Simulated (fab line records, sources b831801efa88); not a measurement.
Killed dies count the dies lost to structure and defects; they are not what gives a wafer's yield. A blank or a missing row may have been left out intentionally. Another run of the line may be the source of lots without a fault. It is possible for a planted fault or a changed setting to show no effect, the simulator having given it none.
A single fault, viewed from 2 desks / flow sky130 / every desk sees just its own numbers, and what lay behind them comes last

TOOL OWNER'S DESK, krf-scanner-01
The tool's own readings at SKY_VIA2_EXPOSE_09 (exposes mask VIM2, target cd 200 nm): means of the sampled wafers that have a number, for each lot that ran on this tool. A lot is out of limits, marked OUT, if its mean lies more than 4 standard deviations from the usual mean; the brackets give that distance.
Columns: A = exposure-dose-mJ-cm2 at SKY_VIA2_EXPOSE_09, usual 37.94
lot=L657; first seen here=day 35 14:03; A=37.97
lot=L658; first seen here=day 36 00:20; A=37.97
lot=L659; first seen here=day 36 12:06; A=37.97
lot=L661; first seen here=day 37 07:14; A=37.92
lot=L667; first seen here=day 39 07:41; A=37.96
lot=L669; first seen here=day 39 16:13; A=37.91
lot=L670; first seen here=day 40 01:49; A=37.99
lot=L673; first seen here=day 40 13:13; A=37.99
lot=L675; first seen here=day 41 13:59; A=37.91
Finding of this desk: none of the 9 lots has anything out of limits.

METROLOGY DESK
What the gauges read, lot by lot, whatever tool the lot ran on: means of the sampled wafers that have a number. A lot is out of limits, marked OUT, if its mean lies more than 4 standard deviations from the usual mean; the brackets give that distance.
Columns: A = cd-nm at SKY_VIA2_CD_MEAS_12, usual 200.7 nm; B = VIA2_OVL at SKY_VIA2_OVL_MEAS_13, usual -2 nm
lot=L657; first seen here=day 36 02:52; A=202.9; B=-6
lot=L658; first seen here=day 36 12:33; A=200.2; B=-5
lot=L659; first seen here=day 37 00:36; A=200.8; B=-1
lot=L660; first seen here=day 37 19:37; A=202.0; B=0
lot=L661; first seen here=day 37 19:58; A=202.5; B=-1
lot=L666; first seen here=day 39 03:18; A=201.0; B=-2
lot=L667; first seen here=day 39 19:50; A=200.9; B=-5
lot=L669; first seen here=day 40 04:44; A=199.4; B=-2
lot=L670; first seen here=day 40 13:43; A=199.1; B=-10
lot=L673; first seen here=day 41 01:30; A=192.8 (-5.3) OUT; B=1
lot=L674; first seen here=day 41 12:32; A=199.4; B=1
lot=L675; first seen here=day 42 01:23; A=190.8 (-6.6) OUT; B=-8
This desk's finding: out of limits on L673, L675; first on L673, day 41 01:30 (cd-nm at SKY_VIA2_CD_MEAS_12). L657, L658, L659, L660, L661, L666, L667, L669, L670, L674 stayed within limits.

TAKEN TOGETHER
The metrology desk could have raised an alarm at day 41 01:30, on L673, L675.
Nothing out of limits was seen by the tool owner's desk.
On record at the tool owner's desk: L673, L675, within its limits.
All the named lots went through SKY_VIA2_EXPOSE_09 on krf-scanner-01.

WHAT THE SIMULATOR HAD PUT IN
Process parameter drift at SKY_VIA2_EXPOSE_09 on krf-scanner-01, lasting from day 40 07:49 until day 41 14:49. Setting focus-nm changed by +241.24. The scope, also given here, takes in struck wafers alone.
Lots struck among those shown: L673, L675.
Per desk, hours elapsed from the start of the fault to the first reading out of limits: for the metrology desk, 18.
